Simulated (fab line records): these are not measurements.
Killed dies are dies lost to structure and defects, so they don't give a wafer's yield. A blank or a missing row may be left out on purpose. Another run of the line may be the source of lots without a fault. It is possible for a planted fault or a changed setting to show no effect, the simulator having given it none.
fab line records | flow sky130 | part 1 of 2: steps 1 to 30 of 40
record lots=5 | wafers=15 | last-day=50
route steps=708 shown METAL1@442 VIA1@458
lots with no fault: from the same line, run without faults
start-h: start of the lot's first displayed wafer, in hours after the record's first day | wait-h: hours from the lot's prior step to this one | " unchanged from the row above | L1.1+2: one row covering several wafers at once | - no value, or no start given | * or withheld: withheld | < > ~ a bound
route shown NAME@n: names a module that has steps shown in the file, with the first one's number in the route | usual: mean/standard deviation of fault-free wafers | same: alike in all rows | chamber/n: place in a boat | sites: each site's reading | _std_site: their standard deviation | _edge_site: the outer-site mean with the inner-site mean subtracted | radius-mm: how far each site lies from the wafer's centre | mask NAME#n: copy n | behind: the last tool/chamber to shape the wafer | hold: reason for holding the lot/hours on hold/outcome of the hold | device: the transistor (n, p or np) that didn't switch | end of line: at the end of the route, the tests of the same wafers | a step with no rows: only its recipe | killed: at the first sort, the dies lost to defects and structure; wafer yield is something else | map: shows each die of a wafer: x if killed, . if not, _ if none is there
set.NAME: setting as actually run; set.NAME@STEP: the setting as run at that earlier step | model.NAME: the simulator's own value behind a step, which no gauge read
lots at selected steps of the route; one table per step, one row per wafer
services: a tool's chamber out of use, with start hour (start-h, from the record's first day; less than 0 if before it), hours out, and reason
## steps
# step SKY_METAL1_HMDS_08
# recipe prime-time-s=60 | prime-temp-c=120
lot.wafer  | tool           | chamber | start-h | wait-h
L080.2+5+6 | litho-track-04 | 0       | 796.06  | 0.1
L081.4+5+6 | litho-track-03 | 0       | 806.40  | 0.1
L091.1+3+5 | litho-track-02 | 0       | 876.53  | 0.1
L092.2+3+5 | litho-track-04 | 0       | 889.67  | 0.1
L095.3+4+5 | litho-track-02 | 0       | 921.23  | 0.1
# step SKY_METAL1_COAT_09
# recipe resist=BARC | temp-c=withheld | time-s=withheld | spin-rpm=3000 | resist-thk-nm=60
lot.wafer  | tool           | chamber | start-h | wait-h
L080.2+5+6 | litho-track-04 | 0       | 796.21  | 0.1
L081.4+5+6 | litho-track-03 | 0       | 806.55  | 0.1
L091.1+3+5 | litho-track-02 | 0       | 876.68  | 0.1
L092.2+3+5 | litho-track-04 | 0       | 889.82  | 0.1
L095.3+4+5 | litho-track-02 | 0       | 921.38  | 0.1
# step SKY_METAL1_COAT_10
# recipe resist=KrF-thick | spin-rpm=3000 | resist-thk-nm=450
lot.wafer  | tool           | chamber | start-h | wait-h
L080.2+5+6 | litho-track-04 | 0       | -       | -
L081.4+5+6 | litho-track-03 | 0       | -       | -
L091.1+3+5 | litho-track-02 | 0       | -       | -
L092.2+3+5 | litho-track-04 | 0       | -       | -
L095.3+4+5 | litho-track-02 | 0       | -       | -
# step SKY_METAL1_SOFTBAKE_11
# recipe temp-c=100 | time-s=90 | resist=KrF-thick
lot.wafer  | tool           | chamber | start-h | wait-h
L080.2+5+6 | litho-track-04 | 0       | -       | -
L081.4+5+6 | litho-track-03 | 0       | -       | -
L091.1+3+5 | litho-track-02 | 0       | -       | -
L092.2+3+5 | litho-track-04 | 0       | -       | -
L095.3+4+5 | litho-track-02 | 0       | -       | -
# step SKY_METAL1_EXPOSE_12
# recipe mask-id=MM1 | na=0.8 | source-shape=annular | sigma-inner=0.55 | sigma-outer=0.85 | target-cd-nm=140 | dose-mj=28
# usual reticle-temp-C=23.03/0.098
lot.wafer | tool           | chamber | start-h | wait-h | mask  | reticle-temp-C
L080.2    | krf-scanner-02 | 0       | -       | -      | MM1#0 | 22.96
L080.5    | "              | 0       | "       | "      | MM1#0 | 23.10
L080.6    | "              | 0       | "       | "      | MM1#0 | 23.21
L081.4    | krf-scanner-02 | 0       | -       | -      | MM1#0 | 23.04
L081.5    | "              | 0       | "       | "      | MM1#0 | 23.18
L081.6    | "              | 0       | "       | "      | MM1#0 | 23.10
L091.1    | krf-scanner-01 | 0       | -       | -      | MM1#0 | 23.13
L091.3    | "              | 0       | "       | "      | MM1#0 | 22.98
L091.5    | "              | 0       | "       | "      | MM1#0 | 23.02
L092.2    | krf-scanner-02 | 0       | -       | -      | MM1#0 | 23.09
L092.3    | "              | 0       | "       | "      | MM1#0 | 22.92
L092.5    | "              | 0       | "       | "      | MM1#0 | 23.04
L095.3    | krf-scanner-01 | 0       | -       | -      | MM1#0 | 23.10
L095.4    | "              | 0       | "       | "      | MM1#0 | 23.02
L095.5    | "              | 0       | "       | "      | MM1#0 | 23.05
# step SKY_METAL1_PEB_13
# recipe peb-temp-c=withheld | peb-time-s=withheld | resist=KrF-thick
lot.wafer  | tool           | chamber | start-h | wait-h
L080.2+5+6 | litho-track-02 | 0       | -       | -
L081.4+5+6 | litho-track-03 | 0       | -       | -
L091.1+3+5 | litho-track-04 | 0       | -       | -
L092.2+3+5 | litho-track-02 | 0       | -       | -
L095.3+4+5 | litho-track-04 | 0       | -       | -
# step SKY_METAL1_DEVELOP_14
# recipe develop-time-s=60 | resist=KrF-thick | dev-temp-c=21
lot.wafer  | tool           | chamber | start-h | wait-h
L080.2+5+6 | litho-track-02 | 0       | -       | -
L081.4+5+6 | litho-track-03 | 0       | -       | -
L091.1+3+5 | litho-track-04 | 0       | -       | -
L092.2+3+5 | litho-track-02 | 0       | -       | -
L095.3+4+5 | litho-track-04 | 0       | -       | -
# step SKY_METAL1_CD_MEAS_15
# recipe target-cd-nm=140
# usual cd-nm=139.7/1.6
lot.wafer | tool      | chamber | start-h | wait-h | cd-nm
L080.2    | cd-sem-02 | -       | 809.35  | -      | 137.3
L080.5    | "         | -       | "       | "      | 137.4
L080.6    | "         | -       | "       | "      | 137.3
L081.4    | cd-sem-01 | -       | 818.79  | -      | 138.6
L081.5    | "         | -       | "       | "      | 139.9
L081.6    | "         | -       | "       | "      | 139.9
L091.1    | cd-sem-01 | -       | 889.49  | -      | 139.4
L091.3    | "         | -       | "       | "      | 139.1
L091.5    | "         | -       | "       | "      | 139.3
L092.2    | cd-sem-01 | -       | 903.30  | -      | 141.6
L092.3    | "         | -       | "       | "      | 142.2
L092.5    | "         | -       | "       | "      | 143.1
L095.3    | cd-sem-01 | -       | 934.58  | -      | 138.9
L095.4    | "         | -       | "       | "      | 139.7
L095.5    | "         | -       | "       | "      | 139.6
# step SKY_METAL1_OVL_MEAS_16
# usual METAL1_OVL=1/5.7
lot.wafer | tool       | chamber | start-h | wait-h | METAL1_OVL[nm]
L080.2    | overlay-02 | -       | 809.46  | 0.1    | -5
L080.5    | "          | -       | "       | "      | 1
L080.6    | "          | -       | "       | "      | 8
L081.4    | overlay-02 | -       | 818.87  | 0.1    | -5
L081.5    | "          | -       | "       | "      | 6
L081.6    | "          | -       | "       | "      | 3
L091.1    | overlay-02 | -       | 889.61  | 0.1    | -9
L091.3    | "          | -       | "       | "      | 4
L091.5    | "          | -       | "       | "      | -8
L092.2    | overlay-01 | -       | 903.41  | 0.1    | 3
L092.3    | "          | -       | "       | "      | 0
L092.5    | "          | -       | "       | "      | 1
L095.3    | overlay-01 | -       | 934.67  | 0.1    | 1
L095.4    | "          | -       | "       | "      | 4
L095.5    | "          | -       | "       | "      | -5
# step SKY_METAL1_DESCUM_17
# recipe chemistry=O2 | source-power-w=150 | bias-power-w=0 | pressure-mtorr=10 | temp-c=40 | time-s=8
# usual drypump-motor-current-A=5.5/0.64 | oes-product-au=1.003/0.013
lot.wafer | tool         | chamber | start-h | wait-h | drypump-motor-current-A | oes-product-au | rf-hours-counter-h
L080.2    | rie-metal-03 | 1       | 809.49  | 0.0    | 5.3                     | 1.016          | 5
L080.5    | "            | 1       | "       | "      | 5.3                     | 1.007          | -
L080.6    | "            | 0       | "       | "      | 5.5                     | 1.026          | -
L081.4    | rie-metal-04 | 1       | 818.89  | 0.0    | 6.2                     | 0.999          | -
L081.5    | "            | 0       | "       | "      | 6.6                     | 1.002          | -
L081.6    | "            | 1       | "       | "      | 6.1                     | 0.996          | -
L091.1    | rie-metal-04 | 1       | 889.65  | 0.0    | 6.1                     | 1.002          | 8
L091.3    | "            | 1       | "       | "      | 6.1                     | 0.993          | -
L091.5    | "            | 0       | "       | "      | 6.6                     | 1.011          | -
L092.2    | rie-metal-04 | 1       | 903.44  | 0.0    | 6.1                     | 1.004          | 8
L092.3    | "            | 1       | "       | "      | 6.1                     | 0.997          | -
L092.5    | "            | 0       | "       | "      | 6.6                     | 0.998          | -
L095.3    | rie-metal-02 | 0       | 934.71  | 0.0    | 4.9                     | 0.974          | -
L095.4    | "            | 1       | "       | "      | 4.9                     | 0.995          | -
L095.5    | "            | 1       | "       | "      | 4.9                     | 0.982          | -
# step SKY_METAL1_ETCH_18
# recipe chemistry=N2/H2 | target=BARC | ion-energy-ev=200 | bias-w=100 | pressure-mtorr=30 | n2-flow-sccm=100 | h2-flow-sccm=200 | icp-w=500 | stop-on=SiO2 | time-s=45.9 | target-depth-a=600
# usual bias-w=100.0/0.32 | drypump-motor-current-A=5.5/0.64 | oes-product-au=0.854/0.005 | throttle-valve-pct=13.225/0.0094
lot.wafer | tool         | chamber | start-h | wait-h | bias-w | drypump-motor-current-A | oes-product-au | rf-hours-counter-h | throttle-valve-pct
L080.2    | rie-metal-03 | 1       | 809.52  | 0.0    | 99.8   | 5.4                     | 0.850          | 5                  | 13.215
L080.5    | "            | 1       | "       | "      | 99.8   | 5.4                     | 0.861          | -                  | 13.223
L080.6    | "            | 0       | "       | "      | 99.9   | 5.5                     | 0.858          | -                  | 13.239
L081.4    | rie-metal-04 | 1       | 818.94  | 0.0    | 100.1  | 6.2                     | 0.858          | -                  | 13.216
L081.5    | "            | 0       | "       | "      | 99.6   | 6.6                     | 0.842          | -                  | 13.240
L081.6    | "            | 1       | "       | "      | 100.3  | 6.2                     | 0.843          | -                  | 13.240
L091.1    | rie-metal-04 | 1       | 889.68  | 0.0    | 100.0  | 6.2                     | 0.851          | 8                  | 13.212
L091.3    | "            | 1       | "       | "      | 99.9   | 6.2                     | 0.865          | -                  | 13.219
L091.5    | "            | 0       | "       | "      | 99.9   | 6.6                     | 0.856          | -                  | 13.226
L092.2    | rie-metal-04 | 1       | 903.47  | 0.0    | 100.3  | 6.2                     | 0.852          | 9                  | 13.235
L092.3    | "            | 1       | "       | "      | 99.7   | 6.2                     | 0.858          | -                  | 13.233
L092.5    | "            | 0       | "       | "      | 99.3   | 6.6                     | 0.852          | -                  | 13.212
L095.3    | rie-metal-02 | 0       | 934.75  | 0.0    | 99.8   | 4.9                     | 0.859          | -                  | 13.220
L095.4    | "            | 1       | "       | "      | 100.2  | 4.9                     | 0.861          | -                  | 13.219
L095.5    | "            | 1       | "       | "      | 100.2  | 4.9                     | 0.851          | -                  | 13.234
# step SKY_METAL1_METAL_ETCH_19
# recipe target-depth-a=3600 | stop-on=SiO2 | over-etch-frac=0.3 | time-s=78 | chemistry=Cl2/BCl3 | resist-sidewall-deg=88 | pressure-mtorr=10 | icp-w=900 | bias-w=48.5 | Cl2_flow_sccm=60 | bcl3-flow-sccm=30
# usual bias-w=48.49/0.14 | drypump-motor-current-A=5.5/0.64 | oes-product-au=0.853/0.0056 | throttle-valve-pct=22.264/0.0087
lot.wafer | tool         | chamber | start-h | wait-h | bias-w | drypump-motor-current-A | oes-product-au | rf-hours-counter-h | throttle-valve-pct
L080.2    | rie-metal-03 | 1       | 809.58  | 0.0    | 48.63  | 5.3                     | 0.850          | 5                  | 22.259
L080.5    | "            | 1       | "       | "      | 48.59  | 5.3                     | 0.859          | -                  | 22.266
L080.6    | "            | 0       | "       | "      | 48.30  | 5.5                     | 0.861          | -                  | 22.253
L081.4    | rie-metal-04 | 1       | 819.01  | 0.1    | 48.41  | 6.2                     | 0.849          | -                  | 22.256
L081.5    | "            | 0       | "       | "      | 48.49  | 6.6                     | 0.852          | -                  | 22.260
L081.6    | "            | 1       | "       | "      | 48.44  | 6.1                     | 0.853          | -                  | 22.257
L091.1    | rie-metal-04 | 1       | 889.74  | 0.0    | 48.49  | 6.1                     | 0.841          | 8                  | 22.275
L091.3    | "            | 1       | "       | "      | 48.51  | 6.2                     | 0.852          | -                  | 22.272
L091.5    | "            | 0       | "       | "      | 48.32  | 6.6                     | 0.855          | -                  | 22.263
L092.2    | rie-metal-04 | 1       | 903.53  | 0.0    | 48.69  | 6.2                     | 0.847          | 9                  | 22.247
L092.3    | "            | 1       | "       | "      | 48.66  | 6.2                     | 0.855          | -                  | 22.268
L092.5    | "            | 0       | "       | "      | 48.52  | 6.6                     | 0.861          | -                  | 22.264
L095.3    | rie-metal-02 | 0       | 934.82  | 0.1    | 48.61  | 4.9                     | 0.852          | -                  | 22.261
L095.4    | "            | 1       | "       | "      | 48.60  | 4.9                     | 0.858          | -                  | 22.282
L095.5    | "            | 1       | "       | "      | 48.51  | 4.9                     | 0.845          | -                  | 22.274
# step SKY_METAL1_STRIP_20
# recipe chemistry=O2/N2 | power-w=1400 | pressure-mtorr=1500 | platen-temp-c=withheld | o2-flow-sccm=3000 | n2-flow-sccm=300 | overash-fraction=0.5
# usual drypump-motor-current-A=5.7/0.46 | oes-product-au=0.343/0.0052 | strip-time-to-endpoint-s=2.68/0.058
lot.wafer | tool            | chamber | start-h | wait-h | drypump-motor-current-A | oes-product-au | rf-hours-counter-h | strip-time-to-endpoint-s
L080.2    | plasma-asher-01 | 1       | 809.67  | 0.1    | 5.7                     | 0.342          | 39                 | 2.63
L080.5    | "               | 0       | "       | "      | 6.3                     | 0.345          | -                  | 2.63
L080.6    | "               | 1       | "       | "      | 5.7                     | 0.346          | -                  | 2.57
L081.4    | plasma-asher-02 | 0       | 819.10  | 0.1    | 5.0                     | 0.334          | -                  | 2.69
L081.5    | "               | 0       | "       | "      | 5.0                     | 0.337          | -                  | 2.69
L081.6    | "               | 1       | "       | "      | 6.1                     | 0.342          | -                  | 2.65
L091.1    | plasma-asher-03 | 1       | 889.83  | 0.1    | 6.1                     | 0.347          | 12                 | 2.71
L091.3    | "               | 0       | "       | "      | 5.2                     | 0.344          | -                  | 2.71
L091.5    | "               | 1       | "       | "      | 6.1                     | 0.334          | -                  | 2.68
L092.2    | plasma-asher-03 | 0       | 903.62  | 0.1    | 5.2                     | 0.347          | 13                 | 2.70
L092.3    | "               | 1       | "       | "      | 6.1                     | 0.348          | -                  | 2.73
L092.5    | "               | 0       | "       | "      | 5.2                     | 0.343          | -                  | 2.73
L095.3    | plasma-asher-01 | 0       | 934.92  | 0.1    | 6.4                     | 0.349          | -                  | 2.77
L095.4    | "               | 1       | "       | "      | 5.7                     | 0.345          | -                  | 2.76
L095.5    | "               | 0       | "       | "      | 6.3                     | 0.350          | -                  | 2.76
# step SKY_METAL1_STRIP_21
# recipe chemistry=post-etch-residue-remover | time-s=1200 | temp-c=72.5
lot.wafer  | tool         | chamber | start-h | wait-h
L080.2+5+6 | wet-bench-04 | 1       | 809.77  | 0.1
L081.4+5+6 | wet-bench-04 | 3       | 819.17  | 0.0
L091.1+3+5 | wet-bench-04 | 0       | 889.93  | 0.1
L092.2+3+5 | wet-bench-04 | 3       | 903.72  | 0.1
L095.3+4+5 | wet-bench-01 | 3       | 934.98  | 0.0
# step SKY_METAL1_CLEAN_22
# recipe chemistry=IPA | time-s=180 | temp-c=25
lot.wafer  | tool         | chamber | start-h | wait-h
L080.2+5+6 | wet-bench-02 | 0       | 810.11  | 0.0
L081.4+5+6 | wet-bench-01 | 3       | 819.51  | 0.0
L091.1+3+5 | wet-bench-04 | 0       | 890.29  | 0.0
L092.2+3+5 | wet-bench-01 | 2       | 904.06  | 0.0
L095.3+4+5 | wet-bench-01 | 0       | 935.32  | 0.0
# step SKY_METAL1_CLEAN_23
# recipe chemistry=O3/DIW | dry=n2-spin
lot.wafer  | tool         | chamber | start-h | wait-h
L080.2+5+6 | wet-bench-04 | 1       | 810.18  | 0.0
L081.4+5+6 | wet-bench-02 | 2       | 819.57  | 0.0
L091.1+3+5 | wet-bench-04 | 1       | 890.35  | 0.0
L092.2+3+5 | wet-bench-02 | 2       | 904.12  | 0.0
L095.3+4+5 | wet-bench-01 | 3       | 935.38  | 0.0
# step SKY_VIA1_HDPCVD_00
# recipe material=SiO2 | target-thk-nm=1030 | sigma-open-frac=0.3 | time-s=171.7 | temp-c=400 | sih4-flow-sccm=60 | pressure-mtorr=6
# usual pressure-mtorr=5.998/0.011
lot.wafer | tool      | chamber | start-h | wait-h | pressure-mtorr
L080.2    | hdpcvd-02 | 1       | 810.27  | 0.0    | 5.992
L080.5    | "         | 1       | "       | "      | 5.985
L080.6    | "         | 0       | "       | "      | 6.017
L081.4    | hdpcvd-02 | 0       | 819.72  | 0.1    | 6.015
L081.5    | "         | 1       | "       | "      | 5.996
L081.6    | "         | 2       | "       | "      | 5.998
L091.1    | hdpcvd-01 | 2       | 890.44  | 0.0    | 5.998
L091.3    | "         | 1       | "       | "      | 6.013
L091.5    | "         | 2       | "       | "      | 5.989
L092.2    | hdpcvd-01 | 2       | 904.21  | 0.0    | 6.004
L092.3    | "         | 0       | "       | "      | 5.993
L092.5    | "         | 0       | "       | "      | 6.000
L095.3    | hdpcvd-01 | 0       | 935.47  | 0.0    | 5.983
L095.4    | "         | 0       | "       | "      | 6.001
L095.5    | "         | 1       | "       | "      | 5.992
# step SKY_VIA1_THK_MEAS_01
# recipe reads=SiO2_of_VIA1_HDPCVD_00
# usual VIA1_HDPCVD_THK=1030/11
lot.wafer | tool          | chamber | start-h | wait-h | VIA1_HDPCVD_THK[nm]
L080.2    | film-metro-03 | -       | 810.39  | 0.1    | 1029
L080.5    | "             | -       | "       | "      | 1032
L080.6    | "             | -       | "       | "      | 1015
L081.4    | film-metro-01 | -       | 819.80  | 0.0    | 1032
L081.5    | "             | -       | "       | "      | 1047
L081.6    | "             | -       | "       | "      | 1030
L091.1    | film-metro-01 | -       | 890.55  | 0.1    | 1008
L091.3    | "             | -       | "       | "      | 1019
L091.5    | "             | -       | "       | "      | 1014
L092.2    | film-metro-03 | -       | 904.34  | 0.1    | 1028
L092.3    | "             | -       | "       | "      | 1024
L092.5    | "             | -       | "       | "      | 1028
L095.3    | film-metro-01 | -       | 935.61  | 0.1    | 1045
L095.4    | "             | -       | "       | "      | 1052
L095.5    | "             | -       | "       | "      | 1024
# step SKY_VIA1_CMP_02
# recipe material=SiO2 | down-force-psi=4 | platen-rpm=60 | pad-velocity-m-s=0.94248
# usual edge-zone-pressure-frac=1.001/0.0051 | motor-current-A=11.7/1.3 | platen-rpm=60.00/0.04
lot.wafer | tool   | chamber | start-h | wait-h | edge-zone-pressure-frac | motor-current-A | platen-rpm
L080.2    | cmp-02 | 0       | 810.49  | 0.1    | 0.996                   | 9.8             | 60.05
L080.5    | "      | 3       | "       | "      | 1.007                   | 13.9            | 59.91
L080.6    | "      | 0       | "       | "      | 1.000                   | 9.9             | 60.05
L081.4    | cmp-02 | 1       | 819.83  | 0.0    | 0.998                   | 12.4            | 60.04
L081.5    | "      | 1       | "       | "      | 0.997                   | 12.5            | 60.06
L081.6    | "      | 2       | "       | "      | 1.004                   | 10.4            | 60.05
L091.1    | cmp-02 | 3       | 890.61  | 0.1    | 1.002                   | 13.5            | 60.08
L091.3    | "      | 1       | "       | "      | 1.004                   | 12.1            | 59.97
L091.5    | "      | 3       | "       | "      | 1.007                   | 13.4            | 59.93
L092.3    | cmp-01 | 3       | 904.44  | 0.1    | 1.008                   | 12.4            | 59.98
L092.2    | "      | 1       | "       | "      | 1.001                   | 11.1            | 59.98
L092.5    | "      | 2       | "       | "      | 1.009                   | 11.8            | 60.01
L095.4    | cmp-02 | 0       | 935.65  | 0.0    | 0.997                   | 10.2            | 59.94
L095.3    | "      | 2       | "       | "      | 1.001                   | 10.7            | 59.99
L095.5    | "      | 1       | "       | "      | 1.006                   | 11.5            | 59.99
# step SKY_VIA1_BOW_MEAS_03
# recipe mode=bow
# usual VIA1_BOW=82/6.5
lot.wafer | tool          | chamber | start-h | wait-h | VIA1_BOW[um]
L080.2    | film-metro-04 | -       | 810.76  | 0.2    | 85
L080.5    | "             | -       | "       | "      | 82
L080.6    | "             | -       | "       | "      | 85
L081.4    | film-metro-03 | -       | 820.19  | 0.3    | 83
L081.5    | "             | -       | "       | "      | 83
L081.6    | "             | -       | "       | "      | 78
L091.1    | film-metro-03 | -       | 890.91  | 0.2    | 78
L091.3    | "             | -       | "       | "      | 77
L091.5    | "             | -       | "       | "      | 87
L092.2    | film-metro-04 | -       | 904.71  | 0.1    | 81
L092.3    | "             | -       | "       | "      | 97
L092.5    | "             | -       | "       | "      | 73
L095.3    | film-metro-01 | -       | 935.99  | 0.2    | 82
L095.4    | "             | -       | "       | "      | 84
L095.5    | "             | -       | "       | "      | 83
# step SKY_VIA1_DEHYDRATE_04
# recipe temp-c=200 | time-s=60
lot.wafer  | tool           | chamber | start-h | wait-h
L080.2+5+6 | litho-track-03 | 0       | 822.75  | 12.0
L081.4+5+6 | litho-track-03 | 0       | 832.40  | 12.2
L091.1+3+5 | litho-track-04 | 0       | 903.44  | 12.5
L092.2+3+5 | litho-track-01 | 0       | 915.71  | 11.0
L095.3+4+5 | litho-track-04 | 0       | 946.89  | 10.9
# step SKY_VIA1_HMDS_05
# recipe prime-time-s=60 | prime-temp-c=120
lot.wafer  | tool           | chamber | start-h | wait-h
L080.2+5+6 | litho-track-03 | 0       | 822.90  | 0.1
L081.4+5+6 | litho-track-03 | 0       | 832.55  | 0.1
L091.1+3+5 | litho-track-04 | 0       | 903.59  | 0.1
L092.2+3+5 | litho-track-01 | 0       | 915.86  | 0.1
L095.3+4+5 | litho-track-04 | 0       | 947.04  | 0.1
# step SKY_VIA1_COAT_06
# recipe resist=BARC | temp-c=withheld | time-s=withheld | spin-rpm=3000 | resist-thk-nm=60
lot.wafer  | tool           | chamber | start-h | wait-h
L080.2+5+6 | litho-track-03 | 0       | 823.05  | 0.1
L081.4+5+6 | litho-track-03 | 0       | 832.70  | 0.1
L091.1+3+5 | litho-track-04 | 0       | 903.74  | 0.1
L092.2+3+5 | litho-track-01 | 0       | 916.01  | 0.1
L095.3+4+5 | litho-track-04 | 0       | 947.19  | 0.1
# step SKY_VIA1_COAT_07
# recipe resist=KrF-thick | spin-rpm=3000 | resist-thk-nm=450
lot.wafer  | tool           | chamber | start-h | wait-h
L080.2+5+6 | litho-track-03 | 0       | -       | -
L081.4+5+6 | litho-track-03 | 0       | -       | -
L091.1+3+5 | litho-track-04 | 0       | -       | -
L092.2+3+5 | litho-track-01 | 0       | -       | -
L095.3+4+5 | litho-track-04 | 0       | -       | -
# step SKY_VIA1_SOFTBAKE_08
# recipe temp-c=100 | time-s=91.5 | resist=KrF-thick
# usual plate-sensor-t-centre-C=100.88/0.01 | plate-sensor-t-edge-C=100.95/0.0099
lot.wafer | tool           | chamber | start-h | wait-h | plate-sensor-t-centre-C | plate-sensor-t-edge-C
L080.2    | litho-track-03 | 0       | -       | -      | 100.87                  | 100.96
L080.5    | "              | 0       | "       | "      | 100.89                  | 100.96
L080.6    | "              | 0       | "       | "      | 100.87                  | 100.96
L081.4    | litho-track-03 | 0       | -       | -      | 100.88                  | 100.97
L081.5    | "              | 0       | "       | "      | 100.89                  | 100.97
L081.6    | "              | 0       | "       | "      | 100.9                   | 100.95
L091.1    | litho-track-04 | 0       | -       | -      | 100.89                  | 100.96
L091.3    | "              | 0       | "       | "      | 100.89                  | 100.93
L091.5    | "              | 0       | "       | "      | 100.88                  | 100.94
L092.2    | litho-track-01 | 0       | -       | -      | 100.88                  | 100.94
L092.3    | "              | 0       | "       | "      | 100.9                   | 100.95
L092.5    | "              | 0       | "       | "      | 100.86                  | 100.94
L095.3    | litho-track-04 | 0       | -       | -      | 100.89                  | 100.97
L095.4    | "              | 0       | "       | "      | 100.87                  | 100.96
L095.5    | "              | 0       | "       | "      | 100.89                  | 100.96
# step SKY_VIA1_EXPOSE_09
# recipe mask-id=VIM | na=0.8 | source-shape=annular | sigma-inner=0.55 | sigma-outer=0.85 | target-cd-nm=150 | dose-mj=38
# usual reticle-temp-C=22.99/0.094
lot.wafer | tool           | chamber | start-h | wait-h | mask  | reticle-temp-C
L080.2    | krf-scanner-02 | 0       | -       | -      | VIM#0 | 22.97
L080.5    | "              | 0       | "       | "      | VIM#0 | 22.78
L080.6    | "              | 0       | "       | "      | VIM#0 | 22.91
L081.4    | krf-scanner-02 | 0       | -       | -      | VIM#0 | 22.94
L081.5    | "              | 0       | "       | "      | VIM#0 | 22.94
L081.6    | "              | 0       | "       | "      | VIM#0 | 22.83
L091.1    | krf-scanner-01 | 0       | -       | -      | VIM#0 | 22.91
L091.3    | "              | 0       | "       | "      | VIM#0 | 22.85
L091.5    | "              | 0       | "       | "      | VIM#0 | 22.88
L092.2    | krf-scanner-02 | 0       | -       | -      | VIM#0 | 22.89
L092.3    | "              | 0       | "       | "      | VIM#0 | 23.07
L092.5    | "              | 0       | "       | "      | VIM#0 | 22.95
L095.3    | krf-scanner-02 | 0       | -       | -      | VIM#0 | 22.92
L095.4    | "              | 0       | "       | "      | VIM#0 | 22.90
L095.5    | "              | 0       | "       | "      | VIM#0 | 22.84
# step SKY_VIA1_PEB_10
# recipe peb-temp-c=withheld | peb-time-s=withheld | resist=KrF-thick
lot.wafer  | tool           | chamber | start-h | wait-h
L080.2+5+6 | litho-track-04 | 0       | -       | -
L081.4+5+6 | litho-track-01 | 0       | -       | -
L091.1+3+5 | litho-track-04 | 0       | -       | -
L092.2+3+5 | litho-track-04 | 0       | -       | -
L095.3+4+5 | litho-track-04 | 0       | -       | -
# step SKY_VIA1_DEVELOP_11
# recipe develop-time-s=60 | resist=KrF-thick | dev-temp-c=21
lot.wafer  | tool           | chamber | start-h | wait-h
L080.2+5+6 | litho-track-04 | 0       | -       | -
L081.4+5+6 | litho-track-01 | 0       | -       | -
L091.1+3+5 | litho-track-04 | 0       | -       | -
L092.2+3+5 | litho-track-04 | 0       | -       | -
L095.3+4+5 | litho-track-04 | 0       | -       | -
# step SKY_VIA1_CD_MEAS_12
# recipe target-cd-nm=150
# usual cd-nm=150.0/1.9
lot.wafer | tool      | chamber | start-h | wait-h | cd-nm
L080.2    | cd-sem-01 | -       | 836.01  | -      | 150.6
L080.5    | "         | -       | "       | "      | 152.0
L080.6    | "         | -       | "       | "      | 151.1
L081.4    | cd-sem-02 | -       | 845.74  | -      | 151.0
L081.5    | "         | -       | "       | "      | 149.4
L081.6    | "         | -       | "       | "      | 151.7
L091.1    | cd-sem-02 | -       | 915.94  | -      | 149.2
L091.3    | "         | -       | "       | "      | 149.0
L091.5    | "         | -       | "       | "      | 149.0
L092.2    | cd-sem-02 | -       | 928.71  | -      | 149.4
L092.3    | "         | -       | "       | "      | 148.5
L092.5    | "         | -       | "       | "      | 146.4
L095.3    | cd-sem-02 | -       | 959.73  | -      | 148.0
L095.4    | "         | -       | "       | "      | 147.7
L095.5    | "         | -       | "       | "      | 150.1
# step SKY_VIA1_OVL_MEAS_13
# usual VIA1_OVL=-1/5.2
lot.wafer | tool       | chamber | start-h | wait-h | VIA1_OVL[nm]
L080.2    | overlay-01 | -       | 836.12  | 0.1    | 6
L080.5    | "          | -       | "       | "      | 2
L080.6    | "          | -       | "       | "      | 2
L081.4    | overlay-02 | -       | 845.82  | 0.1    | -2
L081.5    | "          | -       | "       | "      | 0
L081.6    | "          | -       | "       | "      | -3
L091.1    | overlay-02 | -       | 916.06  | 0.1    | 0
L091.3    | "          | -       | "       | "      | -3
L091.5    | "          | -       | "       | "      | -5
L092.2    | overlay-02 | -       | 928.82  | 0.1    | 2
L092.3    | "          | -       | "       | "      | 0
L092.5    | "          | -       | "       | "      | 3
L095.3    | overlay-02 | -       | 959.82  | 0.1    | -1
L095.4    | "          | -       | "       | "      | 4
L095.5    | "          | -       | "       | "      | 4
